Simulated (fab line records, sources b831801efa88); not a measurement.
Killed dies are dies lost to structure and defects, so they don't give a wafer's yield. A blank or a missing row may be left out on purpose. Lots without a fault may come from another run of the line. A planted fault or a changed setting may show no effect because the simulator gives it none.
fab line records | flow gf180mcu
record lots=5 wafers=15 last_day=33
route steps=602 shown STI@31 DNWELL@32 NWELL@42 LVPWELL@54 MVSD@66
lots that met no fault: from a run of the same line without faults
start_h: hours from the record's first day to the start of the lot's first wafer shown | wait_h: hours since the lot's step before | " the same as in the row above | L1.1+2: a row that stands for several wafers | - no value, or no start given | * or withheld: withheld | < > ~ a bound
route shown NAME@n: a module of which the file shows steps, and the number in the route of the first | usual: mean/standard deviation of fault-free wafers | same: alike in all rows | chamber/n: place in a boat | sites: the reading at each site | _std_site: their standard deviation | _edge_site: outer sites' mean less inner sites' | radius_mm: how far each site lies from the wafer's centre | mask NAME#n: copy n | behind: the tool/chamber that last shaped the wafer | hold: why the lot was held/for how many hours/how that ended | device: the transistor (n, p or np) that didn't switch | end of line: the same wafers' tests at the end of the route | a step without rows: its recipe alone | killed: dies lost to structure and defects at the first sort, not the wafer's yield | map: a wafer's dies, x killed, . not, _ none there
set.NAME: the setting as run; set.NAME@STEP: as run at that earlier step | model.NAME: the simulator's own value behind a step, which no gauge read
lots at some steps of the route; a table a step, a row a wafer
services: from which hour (start_h, from the record's first day; less than 0 if before it) a tool's chamber was out of use, for how many hours, and why
## steps
# step GF_STI_THK_MEAS_30
# recipe reads=SiO2_of_STI_OXIDATION_29
# usual STI_OXIDATION_02_THK=10.17/0.22
# columns lot.wafer tool chamber start_h wait_h STI_OXIDATION_02_THK[nm]
L077.1 film_metro-02 - 44.75 0.0 10.18
L077.4 " - " " 10.14
L077.6 " - " " 10.11
L078.2 film_metro-04 - 50.30 0.0 10.26
L078.3 " - " " 10.50
L078.4 " - " " 10.24
L085.1 film_metro-04 - 87.91 0.0 10.30
L085.2 " - " " 10.20
L085.3 " - " " 10.19
L086.1 film_metro-04 - 91.87 0.0 10.10
L086.3 " - " " 10.24
L086.6 " - " " 9.94
L093.1 film_metro-02 - 128.14 0.0 10.34
L093.2 " - " " 10.34
L093.6 " - " " 10.24
# step GF_DNWELL_DEHYDRATE_00
# recipe temp_c=200 time_s=60
# usual plate_temp_C=199.99/0.17
# columns lot.wafer tool chamber start_h wait_h plate_temp_C
L077.1 litho_track-02 0 50.09 5.3 199.99
L077.4 " 0 " " 199.72
L077.6 " 0 " " 199.84
L078.2 litho_track-02 0 56.42 6.1 200.16
L078.3 " 0 " " 200.04
L078.4 " 0 " " 200.03
L085.1 litho_track-03 0 94.10 6.2 199.89
L085.2 " 0 " " 199.86
L085.3 " 0 " " 199.58
L086.1 litho_track-04 0 98.15 6.3 199.92
L086.3 " 0 " " 199.97
L086.6 " 0 " " 199.78
L093.1 litho_track-02 0 134.99 6.8 200.33
L093.2 " 0 " " 200.00
L093.6 " 0 " " 200.00
# step GF_DNWELL_HMDS_01
# recipe prime_time_s=60 prime_temp_c=120
# columns lot.wafer tool chamber start_h wait_h
L077.1+4+6 litho_track-02 0 50.24 0.1
L078.2+3+4 litho_track-02 0 56.57 0.1
L085.1+2+3 litho_track-03 0 94.25 0.1
L086.1+3+6 litho_track-04 0 98.30 0.1
L093.1+2+6 litho_track-02 0 135.14 0.1
# step GF_DNWELL_COAT_02
# recipe spin_rpm=2000 resist_thk_nm=3000
# columns lot.wafer tool chamber start_h wait_h
L077.1+4+6 litho_track-02 0 50.39 0.1
L078.2+3+4 litho_track-02 0 56.72 0.1
L085.1+2+3 litho_track-03 0 94.40 0.1
L086.1+3+6 litho_track-04 0 98.45 0.1
L093.1+2+6 litho_track-02 0 135.29 0.1
# step GF_DNWELL_SOFTBAKE_03
# recipe temp_c=110 time_s=withheld
# usual plate_temp_C=110.01/0.13
# columns lot.wafer tool chamber start_h wait_h plate_temp_C
L077.1 litho_track-02 0 50.54 0.1 110.02
L077.4 " 0 " " 109.96
L077.6 " 0 " " 109.98
L078.2 litho_track-02 0 56.87 0.1 110.11
L078.3 " 0 " " 110.02
L078.4 " 0 " " 109.97
L085.1 litho_track-03 0 94.55 0.1 110.00
L085.2 " 0 " " 110.06
L085.3 " 0 " " 110.07
L086.1 litho_track-04 0 98.60 0.1 110.02
L086.3 " 0 " " 109.95
L086.6 " 0 " " 109.92
L093.1 litho_track-02 0 135.44 0.1 110.15
L093.2 " 0 " " 109.97
L093.6 " 0 " " 110.04
# step GF_DNWELL_EXPOSE_04
# recipe mask_id=DNWELL target_cd_nm=1700 na=0.6 source_shape=conventional sigma_outer=0.6 dose_mj=260
# columns lot.wafer tool chamber start_h wait_h mask
L077.1+4+6 iline_stepper-01 0 - - DNWELL#0
L078.2+3+4 iline_stepper-01 0 - - DNWELL#0
L085.1+2+3 iline_stepper-01 0 - - DNWELL#0
L086.1+3+6 iline_stepper-02 0 - - DNWELL#0
L093.1+2+6 iline_stepper-01 0 - - DNWELL#0
# step GF_DNWELL_PEB_05
# recipe temp_c=115 time_s=withheld
# usual plate_temp_C=114.99/0.12
# columns lot.wafer tool chamber start_h wait_h plate_temp_C
L077.1 litho_track-02 0 - - 115.13
L077.4 " 0 " " 114.92
L077.6 " 0 " " 114.82
L078.2 litho_track-02 0 - - 114.85
L078.3 " 0 " " 114.99
L078.4 " 0 " " 114.85
L085.1 litho_track-04 0 - - 114.83
L085.2 " 0 " " 114.96
L085.3 " 0 " " 115.03
L086.1 litho_track-04 0 - - 114.79
L086.3 " 0 " " 114.80
L086.6 " 0 " " 114.77
L093.1 litho_track-02 0 - - 114.94
L093.2 " 0 " " 114.76
L093.6 " 0 " " 114.70
# step GF_DNWELL_DEVELOP_06
# recipe wall_angle_deg=90 develop_time_s=60 dev_temp_c=23
# columns lot.wafer tool chamber start_h wait_h
L077.1+4+6 litho_track-02 0 - -
L078.2+3+4 litho_track-02 0 - -
L085.1+2+3 litho_track-04 0 - -
L086.1+3+6 litho_track-04 0 - -
L093.1+2+6 litho_track-02 0 - -
# step GF_DNWELL_IMPLANT_07
# recipe species=P energy_kev=1500 dose_cm2=1e+13 tilt_deg=0
# usual beam_energy_keV=1500.1/0.47 beam_on_s=10.01/0.22
# same implant_ion_amu=31
# columns lot.wafer tool chamber start_h wait_h beam_energy_keV beam_on_s
L077.1 implanter-04 0 57.39 - 1499.6 10.15
L077.4 " 0 " " 1499.3 9.95
L077.6 " 0 " " 1499.9 10.05
L078.2 implanter-04 0 62.82 - 1499.7 10.61
L078.3 " 0 " " 1500.1 10.01
L078.4 " 0 " " 1499.8 9.85
L085.1 implanter-04 0 101.85 - 1499.7 9.74
L085.2 " 0 " " 1500.6 9.66
L085.3 " 0 " " 1500.6 10.46
L086.1 implanter-04 0 105.70 - 1500.7 9.75
L086.3 " 0 " " 1500.7 10.23
L086.6 " 0 " " 1501.1 10.34
L093.1 implanter-04 0 143.74 - 1499.7 10.37
L093.2 " 0 " " 1500.2 10.32
L093.6 " 0 " " 1500.6 10.00
# step GF_DNWELL_STRIP_08
# recipe chemistry=O2/N2 power_w=1400 pressure_mtorr=1500 platen_temp_c=250 o2_flow_sccm=3000 n2_flow_sccm=300 overash_fraction=0.5
# usual drypump_motor_current_A=5.6/0.47 heater_power_w=322/61 oes_product_au=0.723/0.0046 strip_time_to_endpoint_s=36.95/0.094
# columns lot.wafer tool chamber start_h wait_h drypump_motor_current_A heater_power_w oes_product_au rf_hours_counter_h strip_time_to_endpoint_s
L077.1 plasma_asher-01 1 57.54 0.1 5.0 338 0.722 40 36.99
L077.4 " 1 " " 5.0 322 0.720 - 36.97
L077.6 " 1 " " 5.0 335 0.723 - 37.04
L078.2 plasma_asher-02 0 62.94 0.1 5.3 418 0.723 42 36.98
L078.3 " 1 " " 5.9 272 0.724 - 36.99
L078.4 " 0 " " 5.4 423 0.719 - 37.03
L085.1 plasma_asher-01 1 102.00 0.1 5.0 346 0.718 45 36.92
L085.2 " 0 " " 5.5 273 0.727 45 37.07
L085.3 " 0 " " 5.5 270 0.725 - 37.03
L086.1 plasma_asher-03 0 105.85 0.1 6.2 250 0.722 44 37.04
L086.3 " 1 " " 6.5 362 0.718 - 37.10
L086.6 " 0 " " 6.2 251 0.715 - 37.05
L093.1 plasma_asher-03 0 143.89 0.1 6.3 251 0.726 49 36.88
L093.2 " 1 " " 6.5 368 0.717 49 36.97
L093.6 " 0 " " 6.3 247 0.707 - 36.95
# step GF_DNWELL_TW_MEAS_09
# usual DNWELL_TW=1347/20
# columns lot.wafer tool chamber start_h wait_h DNWELL_TW
L077.1 film_metro-04 - 57.64 0.1 1351
L077.4 " - " " 1350
L077.6 " - " " 1352
L078.2 film_metro-04 - 63.05 0.1 1338
L078.3 " - " " 1339
L078.4 " - " " 1333
L085.1 film_metro-01 - 102.10 0.1 1362
L085.2 " - " " 1372
L085.3 " - " " 1368
L086.1 film_metro-04 - 105.95 0.1 1325
L086.3 " - " " 1334
L086.6 " - " " 1333
L093.1 film_metro-01 - 143.99 0.1 1353
L093.2 " - " " 1361
L093.6 " - " " 1363
# step GF_NWELL_DEHYDRATE_00
# recipe temp_c=200 time_s=60
# usual plate_temp_C=200.01/0.14
# columns lot.wafer tool chamber start_h wait_h plate_temp_C
L077.1 litho_track-03 0 63.30 5.6 199.78
L077.4 " 0 " " 199.85
L077.6 " 0 " " 199.91
L078.2 litho_track-02 0 68.47 5.4 199.98
L078.3 " 0 " " 199.97
L078.4 " 0 " " 199.93
L085.1 litho_track-01 0 108.94 6.8 200.21
L085.2 " 0 " " 200.17
L085.3 " 0 " " 200.03
L086.1 litho_track-02 0 112.49 6.5 199.88
L086.3 " 0 " " 199.95
L086.6 " 0 " " 200.13
L093.1 litho_track-01 0 150.39 6.4 200.05
L093.2 " 0 " " 199.87
L093.6 " 0 " " 200.15
# step GF_NWELL_HMDS_01
# recipe prime_time_s=60 prime_temp_c=120
# columns lot.wafer tool chamber start_h wait_h
L077.1+4+6 litho_track-03 0 63.45 0.1
L078.2+3+4 litho_track-02 0 68.62 0.1
L085.1+2+3 litho_track-01 0 109.09 0.1
L086.1+3+6 litho_track-02 0 112.64 0.1
L093.1+2+6 litho_track-01 0 150.54 0.1
# step GF_NWELL_COAT_02
# recipe spin_rpm=2000 resist_thk_nm=3000
# columns lot.wafer tool chamber start_h wait_h
L077.1+4+6 litho_track-03 0 63.60 0.1
L078.2+3+4 litho_track-02 0 68.77 0.1
L085.1+2+3 litho_track-01 0 109.24 0.1
L086.1+3+6 litho_track-02 0 112.79 0.1
L093.1+2+6 litho_track-01 0 150.69 0.1
# step GF_NWELL_SOFTBAKE_03
# recipe temp_c=110 time_s=withheld
# usual plate_temp_C=110.02/0.13
# columns lot.wafer tool chamber start_h wait_h plate_temp_C
L077.1 litho_track-03 0 63.75 0.1 109.83
L077.4 " 0 " " 110.15
L077.6 " 0 " " 110.16
L078.2 litho_track-02 0 68.92 0.1 110.12
L078.3 " 0 " " 110.17
L078.4 " 0 " " 110.20
L085.1 litho_track-01 0 109.39 0.1 110.11
L085.2 " 0 " " 110.07
L085.3 " 0 " " 110.07
L086.1 litho_track-02 0 112.94 0.1 110.11
L086.3 " 0 " " 110.08
L086.6 " 0 " " 110.03
L093.1 litho_track-01 0 150.84 0.1 109.85
L093.2 " 0 " " 109.84
L093.6 " 0 " " 109.89
# step GF_NWELL_EXPOSE_04
# recipe mask_id=Nwell target_cd_nm=860 na=0.6 source_shape=conventional sigma_outer=0.6 dose_mj=260
# columns lot.wafer tool chamber start_h wait_h mask
L077.1+4+6 iline_stepper-02 0 - - Nwell#0
L078.2+3+4 iline_stepper-02 0 - - Nwell#0
L085.1+2+3 iline_stepper-01 0 - - Nwell#0
L086.1+3+6 iline_stepper-01 0 - - Nwell#0
L093.1+2+6 iline_stepper-02 0 - - Nwell#0
# step GF_NWELL_PEB_05
# recipe temp_c=115 time_s=withheld
# usual plate_temp_C=114.99/0.13
# columns lot.wafer tool chamber start_h wait_h plate_temp_C
L077.1 litho_track-02 0 - - 115.12
L077.4 " 0 " " 114.95
L077.6 " 0 " " 115.00
L078.2 litho_track-02 0 - - 115.02
L078.3 " 0 " " 114.69
L078.4 " 0 " " 115.05
L085.1 litho_track-03 0 - - 115.17
L085.2 " 0 " " 115.00
L085.3 " 0 " " 115.03
L086.1 litho_track-02 0 - - 114.65
L086.3 " 0 " " 114.81
L086.6 " 0 " " 114.94
L093.1 litho_track-02 0 - - 114.89
L093.2 " 0 " " 114.69
L093.6 " 0 " " 114.87
# step GF_NWELL_DEVELOP_06
# recipe wall_angle_deg=90 develop_time_s=60 dev_temp_c=23
# columns lot.wafer tool chamber start_h wait_h
L077.1+4+6 litho_track-02 0 - -
L078.2+3+4 litho_track-02 0 - -
L085.1+2+3 litho_track-03 0 - -
L086.1+3+6 litho_track-02 0 - -
L093.1+2+6 litho_track-02 0 - -
# step GF_NWELL_OVL_MEAS_07
# usual NWELL_OVL=-1.1/1
# columns lot.wafer tool chamber start_h wait_h NWELL_OVL[nm]
L077.1 overlay-02 - 70.74 - -1.6
L077.4 " - " " -0.9
L077.6 " - " " -2.4
L078.2 overlay-02 - 76.10 - -1.6
L078.3 " - " " 0.9
L078.4 " - " " 0.0
L085.1 overlay-01 - 116.00 - -3.2
L085.2 " - " " -2.0
L085.3 " - " " -2.6
L086.1 overlay-02 - 120.19 - -0.2
L086.3 " - " " -1.8
L086.6 " - " " -0.4
L093.1 overlay-01 - 158.94 - -1.8
L093.2 " - " " -1.4
L093.6 " - " " 0.1
# step GF_NWELL_IMPLANT_08
# recipe species=P energy_kev=450 dose_cm2=1.5e+13 tilt_deg=0
# usual beam_energy_keV=450.01/0.15 beam_on_s=10.01/0.2
# same implant_ion_amu=31
# columns lot.wafer tool chamber start_h wait_h beam_energy_keV beam_on_s
L077.1 implanter-01 0 70.78 0.0 450.17 10.18
L077.4 " 0 " " 450.29 10.14
L077.6 " 0 " " 450.08 9.63
L078.2 implanter-02 0 76.15 0.0 450.05 9.35
L078.3 " 0 " " 450.27 9.79
L078.4 " 0 " " 450.01 10.10
L085.1 implanter-02 0 116.03 0.0 449.96 10.08
L085.2 " 0 " " 450.10 9.59
L085.3 " 0 " " 450.32 9.83
L086.1 implanter-02 0 120.23 0.0 450.02 10.19
L086.3 " 0 " " 449.79 10.42
L086.6 " 0 " " 450.00 9.91
L093.1 implanter-01 0 158.98 0.0 449.82 9.92
L093.2 " 0 " " 450.01 10.12
L093.6 " 0 " " 449.88 10.14
# step GF_NWELL_IMPLANT_09
# recipe species=P energy_kev=160 dose_cm2=4e+12 tilt_deg=0
# usual beam_energy_keV=160.00/0.057 beam_on_s=9.99/0.21
# same implant_ion_amu=31
# columns lot.wafer tool chamber start_h wait_h beam_energy_keV beam_on_s
L077.1 implanter-01 0 70.93 0.1 160.01 9.87
L077.4 " 0 " " 160.05 10.10
L077.6 " 0 " " 160.03 10.40
L078.2 implanter-02 0 76.30 0.1 160.01 10.22
L078.3 " 0 " " 160.12 9.92
L078.4 " 0 " " 159.98 9.78
L085.1 implanter-02 0 116.18 0.1 160.03 9.38
L085.2 " 0 " " 160.05 10.06
L085.3 " 0 " " 160.04 10.33
L086.1 implanter-02 0 120.38 0.1 159.96 9.93
L086.3 " 0 " " 160.00 10.10
L086.6 " 0 " " 160.06 9.86
L093.1 implanter-01 0 159.13 0.1 160.05 10.03
L093.2 " 0 " " 160.00 9.98
L093.6 " 0 " " 159.98 9.79
# step GF_NWELL_STRIP_10
# recipe chemistry=O2/N2 power_w=1400 pressure_mtorr=1500 platen_temp_c=250 o2_flow_sccm=3000 n2_flow_sccm=300 overash_fraction=0.5
# usual drypump_motor_current_A=5.9/0.46 heater_power_w=323/59 oes_product_au=0.723/0.0046 strip_time_to_endpoint_s=36.95/0.085
# columns lot.wafer tool chamber start_h wait_h drypump_motor_current_A heater_power_w oes_product_au rf_hours_counter_h strip_time_to_endpoint_s
L077.1 plasma_asher-04 1 71.08 0.1 5.4 315 0.722 27 36.78
L077.4 " 1 " " 5.3 326 0.718 - 36.81
L077.6 " 0 " " 6.3 305 0.722 - 36.73
L078.2 plasma_asher-02 1 76.43 0.1 5.9 281 0.719 43 36.86
L078.3 " 1 " " 5.9 266 0.720 - 36.93
L078.4 " 0 " " 5.4 415 0.716 - 36.84
L085.1 plasma_asher-02 1 116.33 0.1 5.9 271 0.729 48 36.85
L085.2 " 0 " " 5.3 418 0.723 48 36.84
L085.3 " 1 " " 5.9 275 0.722 - 36.78
L086.1 plasma_asher-03 1 120.53 0.1 6.5 355 0.724 46 36.93
L086.3 " 0 " " 6.2 253 0.723 - 36.93
L086.6 " 0 " " 6.2 249 0.728 - 36.84
L093.1 plasma_asher-02 1 159.28 0.1 5.9 274 0.727 52 36.90
L093.2 " 0 " " 5.4 413 0.725 52 36.88
L093.6 " 0 " " 5.4 417 0.720 - 36.90
# step GF_NWELL_TW_MEAS_11
# usual NWELL_TW=1568/23
# columns lot.wafer tool chamber start_h wait_h NWELL_TW
L077.1 film_metro-03 - 71.18 0.1 1553
L077.4 " - " " 1554
L077.6 " - " " 1550
L078.2 film_metro-01 - 76.55 0.1 1597
L078.3 " - " " 1605
L078.4 " - " " 1598
L085.1 film_metro-02 - 116.43 0.1 1545
L085.2 " - " " 1536
L085.3 " - " " 1537
L086.1 film_metro-03 - 120.63 0.1 1554
L086.3 " - " " 1552
L086.6 " - " " 1556
L093.1 film_metro-02 - 159.38 0.1 1531
L093.2 " - " " 1540
L093.6 " - " " 1537
# step GF_LVPWELL_DEHYDRATE_00
# recipe temp_c=200 time_s=60
# usual plate_temp_C=199.99/0.17
# columns lot.wafer tool chamber start_h wait_h plate_temp_C
L077.1 litho_track-01 0 77.24 6.1 200.22
L077.4 " 0 " " 199.88
L077.6 " 0 " " 199.98
L078.2 litho_track-03 0 81.92 5.4 200.16
L078.3 " 0 " " 199.72
L078.4 " 0 " " 199.82
L085.1 litho_track-04 0 123.30 6.9 200.24
L085.2 " 0 " " 200.03
L085.3 " 0 " " 200.14
L086.1 litho_track-03 0 127.45 6.8 199.92
L086.3 " 0 " " 200.02
L086.6 " 0 " " 200.10
L093.1 litho_track-04 0 166.95 7.6 200.19
L093.2 " 0 " " 199.97
L093.6 " 0 " " 199.84
# step GF_LVPWELL_HMDS_01
# recipe prime_time_s=60 prime_temp_c=120
# columns lot.wafer tool chamber start_h wait_h
L077.1+4+6 litho_track-01 0 77.39 0.1
L078.2+3+4 litho_track-03 0 82.07 0.1
L085.1+2+3 litho_track-04 0 123.45 0.1
L086.1+3+6 litho_track-03 0 127.60 0.1
L093.1+2+6 litho_track-04 0 167.10 0.1
# step GF_LVPWELL_COAT_02
# recipe spin_rpm=2000 resist_thk_nm=3000
# columns lot.wafer tool chamber start_h wait_h
L077.1+4+6 litho_track-01 0 77.54 0.1
L078.2+3+4 litho_track-03 0 82.22 0.1
L085.1+2+3 litho_track-04 0 123.60 0.1
L086.1+3+6 litho_track-03 0 127.75 0.1
L093.1+2+6 litho_track-04 0 167.25 0.1
# step GF_LVPWELL_SOFTBAKE_03
# recipe temp_c=110 time_s=withheld
# usual plate_temp_C=110.03/0.11
# columns lot.wafer tool chamber start_h wait_h plate_temp_C
L077.1 litho_track-01 0 77.69 0.1 109.93
L077.4 " 0 " " 109.91
L077.6 " 0 " " 109.79
L078.2 litho_track-03 0 82.38 0.1 110.04
L078.3 " 0 " " 109.93
L078.4 " 0 " " 110.00
L085.1 litho_track-04 0 123.75 0.1 110.10
L085.2 " 0 " " 110.01
L085.3 " 0 " " 110.15
L086.1 litho_track-03 0 127.90 0.1 109.94
L086.3 " 0 " " 110.18
L086.6 " 0 " " 110.17
L093.1 litho_track-04 0 167.40 0.1 109.98
L093.2 " 0 " " 110.06
L093.6 " 0 " " 109.80
# step GF_LVPWELL_EXPOSE_04
# recipe mask_id=LVPWELL target_cd_nm=600 na=0.6 source_shape=conventional sigma_outer=0.6 dose_mj=260
# columns lot.wafer tool chamber start_h wait_h mask
L077.1+4+6 iline_stepper-02 0 - - LVPWELL#0
L078.2+3+4 iline_stepper-01 0 - - LVPWELL#0
L085.1+2+3 iline_stepper-01 0 - - LVPWELL#0
L086.1+3+6 iline_stepper-02 0 - - LVPWELL#0
L093.1+2+6 iline_stepper-02 0 - - LVPWELL#0
# step GF_LVPWELL_PEB_05
# recipe temp_c=115 time_s=withheld
# usual plate_temp_C=114.99/0.14
# columns lot.wafer tool chamber start_h wait_h plate_temp_C
L077.1 litho_track-03 0 - - 115.14
L077.4 " 0 " " 114.95
L077.6 " 0 " " 114.92
L078.2 litho_track-01 0 - - 115.17
L078.3 " 0 " " 115.25
L078.4 " 0 " " 115.10
L085.1 litho_track-03 0 - - 115.00
L085.2 " 0 " " 114.79
L085.3 " 0 " " 115.08
L086.1 litho_track-01 0 - - 114.94
L086.3 " 0 " " 115.06
L086.6 " 0 " " 114.84
L093.1 litho_track-03 0 - - 114.96
L093.2 " 0 " " 115.14
L093.6 " 0 " " 114.99
# step GF_LVPWELL_DEVELOP_06
# recipe wall_angle_deg=90 develop_time_s=60 dev_temp_c=23
# columns lot.wafer tool chamber start_h wait_h
L077.1+4+6 litho_track-03 0 - -
L078.2+3+4 litho_track-01 0 - -
L085.1+2+3 litho_track-03 0 - -
L086.1+3+6 litho_track-01 0 - -
L093.1+2+6 litho_track-03 0 - -
# step GF_LVPWELL_OVL_MEAS_07
# usual LVPWELL_OVL=-1.1/1.5
# columns lot.wafer tool chamber start_h wait_h LVPWELL_OVL[nm]
L077.1 overlay-01 - 84.15 - -1.4
L077.4 " - " " 0.2
L077.6 " - " " -0.2
L078.2 overlay-02 - 88.94 - -0.3
L078.3 " - " " -1.9
L078.4 " - " " -1.3
L085.1 overlay-02 - 131.10 - -1.6
L085.2 " - " " -3.3
L085.3 " - " " -2.5
L086.1 overlay-01 - 135.79 - -1.0
L086.3 " - " " -0.9
L086.6 " - " " -1.2
L093.1 overlay-01 - 175.65 - -0.9
L093.2 " - " " -1.8
L093.6 " - " " -1.8
# step GF_LVPWELL_IMPLANT_08
# recipe species=B energy_kev=170 dose_cm2=1.5e+13 tilt_deg=0
# usual beam_energy_keV=169.99/0.054 beam_on_s=9.98/0.2
# same implant_ion_amu=11
# columns lot.wafer tool chamber start_h wait_h beam_energy_keV beam_on_s
L077.1 implanter-03 0 84.18 0.0 170.05 9.83
L077.4 " 0 " " 169.97 10.22
L077.6 " 0 " " 169.91 10.10
L078.2 implanter-03 0 89.00 0.0 169.97 9.93
L078.3 " 0 " " 170.03 10.24
L078.4 " 0 " " 170.04 10.41
L085.1 implanter-01 0 131.13 0.0 169.99 10.13
L085.2 " 0 " " 170.08 10.06
L085.3 " 0 " " 170.02 9.84
L086.1 implanter-01 0 135.82 0.0 169.98 10.18
L086.3 " 0 " " 170.02 9.87
L086.6 " 0 " " 169.96 9.65
L093.1 implanter-03 0 175.68 0.0 170.07 9.92
L093.2 " 0 " " 170.03 9.89
L093.6 " 0 " " 170.01 9.71
# step GF_LVPWELL_IMPLANT_09
# recipe species=B energy_kev=60 dose_cm2=5e+12 tilt_deg=0
# usual beam_energy_keV=59.998/0.016 beam_on_s=9.98/0.19
# same implant_ion_amu=11
# columns lot.wafer tool chamber start_h wait_h beam_energy_keV beam_on_s
L077.1 implanter-03 0 84.33 0.1 60.008 9.89
L077.4 " 0 " " 60.000 10.11
L077.6 " 0 " " 60.012 9.91
L078.2 implanter-03 0 89.15 0.1 60.028 9.91
L078.3 " 0 " " 59.998 9.79
L078.4 " 0 " " 60.001 10.01
L085.1 implanter-01 0 131.28 0.1 59.993 10.22
L085.2 " 0 " " 59.994 9.95
L085.3 " 0 " " 59.989 9.88
L086.1 implanter-01 0 135.97 0.1 59.985 9.78
L086.3 " 0 " " 59.998 10.19
L086.6 " 0 " " 60.012 9.85
L093.1 implanter-03 0 175.83 0.1 59.996 10.01
L093.2 " 0 " " 60.033 9.77
L093.6 " 0 " " 60.017 9.98
# step GF_LVPWELL_STRIP_10
# recipe chemistry=O2/N2 power_w=1400 pressure_mtorr=1500 platen_temp_c=250 o2_flow_sccm=3000 n2_flow_sccm=300 overash_fraction=0.5
# usual drypump_motor_current_A=5.6/0.42 heater_power_w=324/53 oes_product_au=0.722/0.0041 strip_time_to_endpoint_s=36.93/0.088
# columns lot.wafer tool chamber start_h wait_h drypump_motor_current_A heater_power_w oes_product_au rf_hours_counter_h strip_time_to_endpoint_s
L077.1 plasma_asher-01 1 84.48 0.1 5.0 334 0.714 43 36.89
L077.4 " 0 " " 5.6 269 0.716 - 36.96
L077.6 " 0 " " 5.5 268 0.720 - 37.15
L078.2 plasma_asher-01 1 89.27 0.1 5.0 337 0.722 43 36.93
L078.3 " 0 " " 5.5 269 0.722 - 36.84
L078.4 " 1 " " 5.0 337 0.720 - 36.82
L085.1 plasma_asher-04 1 131.43 0.1 5.3 315 0.725 33 36.84
L085.2 " 0 " " 6.4 302 0.715 33 36.87
L085.3 " 0 " " 6.3 306 0.719 - 36.78
L086.1 plasma_asher-01 1 136.12 0.1 5.0 347 0.721 2 37.10
L086.3 " 0 " " 5.5 284 0.723 - 37.08
L086.6 " 0 " " 5.5 278 0.722 - 37.00
L093.1 plasma_asher-02 1 175.98 0.1 6.0 273 0.721 54 36.97
L093.2 " 0 " " 5.3 423 0.719 54 37.00
L093.6 " 1 " " 5.9 266 0.723 - 37.03
# step GF_LVPWELL_TW_MEAS_11
# usual LVPWELL_TW=558/8.2
# columns lot.wafer tool chamber start_h wait_h LVPWELL_TW
L077.1 film_metro-01 - 84.58 0.1 568
L077.4 " - " " 565
L077.6 " - " " 570
L078.2 film_metro-01 - 89.38 0.1 569
L078.3 " - " " 569
L078.4 " - " " 570
L085.1 film_metro-01 - 131.53 0.1 561
L085.2 " - " " 565
L085.3 " - " " 559
L086.1 film_metro-01 - 136.22 0.1 565
L086.3 " - " " 565
L086.6 " - " " 567
L093.1 film_metro-02 - 176.08 0.1 547
L093.2 " - " " 547
L093.6 " - " " 549
# step GF_MVSD_DEHYDRATE_00
# recipe temp_c=200 time_s=60
# usual plate_temp_C=199.96/0.16
# columns lot.wafer tool chamber start_h wait_h plate_temp_C
L077.1 litho_track-04 0 91.20 6.6 200.19
L077.4 " 0 " " 200.20
L077.6 " 0 " " 200.18
L078.2 litho_track-01 0 95.91 6.5 200.03
L078.3 " 0 " " 200.07
L078.4 " 0 " " 200.13
L085.1 litho_track-04 0 138.35 6.8 199.93
L085.2 " 0 " " 199.91
L085.3 " 0 " " 199.96
L086.1 litho_track-01 0 143.69 7.5 199.71
L086.3 " 0 " " 199.75
L086.6 " 0 " " 199.84
L093.1 litho_track-01 0 183.59 7.5 199.97
L093.2 " 0 " " 200.16
L093.6 " 0 " " 200.24
# step GF_MVSD_HMDS_01
# recipe prime_time_s=60 prime_temp_c=120
# columns lot.wafer tool chamber start_h wait_h
L077.1+4+6 litho_track-04 0 91.35 0.1
L078.2+3+4 litho_track-01 0 96.06 0.1
L085.1+2+3 litho_track-04 0 138.50 0.1
L086.1+3+6 litho_track-01 0 143.84 0.1
L093.1+2+6 litho_track-01 0 183.74 0.1
# step GF_MVSD_COAT_02
# recipe spin_rpm=2000 resist_thk_nm=3000
# columns lot.wafer tool chamber start_h wait_h
L077.1+4+6 litho_track-04 0 91.50 0.1
L078.2+3+4 litho_track-01 0 96.21 0.1
L085.1+2+3 litho_track-04 0 138.65 0.1
L086.1+3+6 litho_track-01 0 143.99 0.1
L093.1+2+6 litho_track-01 0 183.89 0.1
# step GF_MVSD_SOFTBAKE_03
# recipe temp_c=110 time_s=withheld
# usual plate_temp_C=110.00/0.12
# columns lot.wafer tool chamber start_h wait_h plate_temp_C
L077.1 litho_track-04 0 91.65 0.1 110.07
L077.4 " 0 " " 110.05
L077.6 " 0 " " 110.07
L078.2 litho_track-01 0 96.37 0.1 110.04
L078.3 " 0 " " 110.14
L078.4 " 0 " " 110.06
L085.1 litho_track-04 0 138.80 0.1 110.20
L085.2 " 0 " " 109.98
L085.3 " 0 " " 110.15
L086.1 litho_track-01 0 144.14 0.1 110.06
L086.3 " 0 " " 110.13
L086.6 " 0 " " 110.04
L093.1 litho_track-01 0 184.04 0.1 109.93
L093.2 " 0 " " 109.74
L093.6 " 0 " " 109.85
# step GF_MVSD_EXPOSE_04
# recipe mask_id=MVSD target_cd_nm=1000 na=0.6 source_shape=conventional sigma_outer=0.6 dose_mj=260
# columns lot.wafer tool chamber start_h wait_h mask
L077.1+4+6 iline_stepper-01 0 - - MVSD#0
L078.2+3+4 iline_stepper-02 0 - - MVSD#0
L085.1+2+3 iline_stepper-01 0 - - MVSD#0
L086.1+3+6 iline_stepper-01 0 - - MVSD#0
L093.1+2+6 iline_stepper-01 0 - - MVSD#0
## services
# columns tool chamber start_h hours kind
implanter-03 - 30.47 1.7 repair
implanter-02 - 39.45 5.5 pm
iline_stepper-02 - 46.09 1.7 pm
implanter-01 - 50.85 4.5 pm
iline_stepper-01 - 61.41 4.4 pm
iline_stepper-02 - 76.94 0.8 repair
implanter-03 - 92.05 6.3 repair
implanter-03 - 92.32 1.8 repair
implanter-01 - 98.35 3.4 repair
implanter-03 - 104.33 3.5 pm
plasma_asher-01 - 108.75 9.0 pm
plasma_asher-01 0 108.75 9.0 vent_cycle
plasma_asher-01 1 108.75 9.0 vent_cycle
plasma_asher-01 0 117.75 - clean
plasma_asher-01 1 117.75 - clean
implanter-02 - 139.99 2.9 repair
plasma_asher-02 - 142.36 2.8 pm
plasma_asher-03 - 145.90 2.8 pm
implanter-01 - 170.31 10.0 repair
implanter-03 - 181.70 18.5 repair
## key
fault none
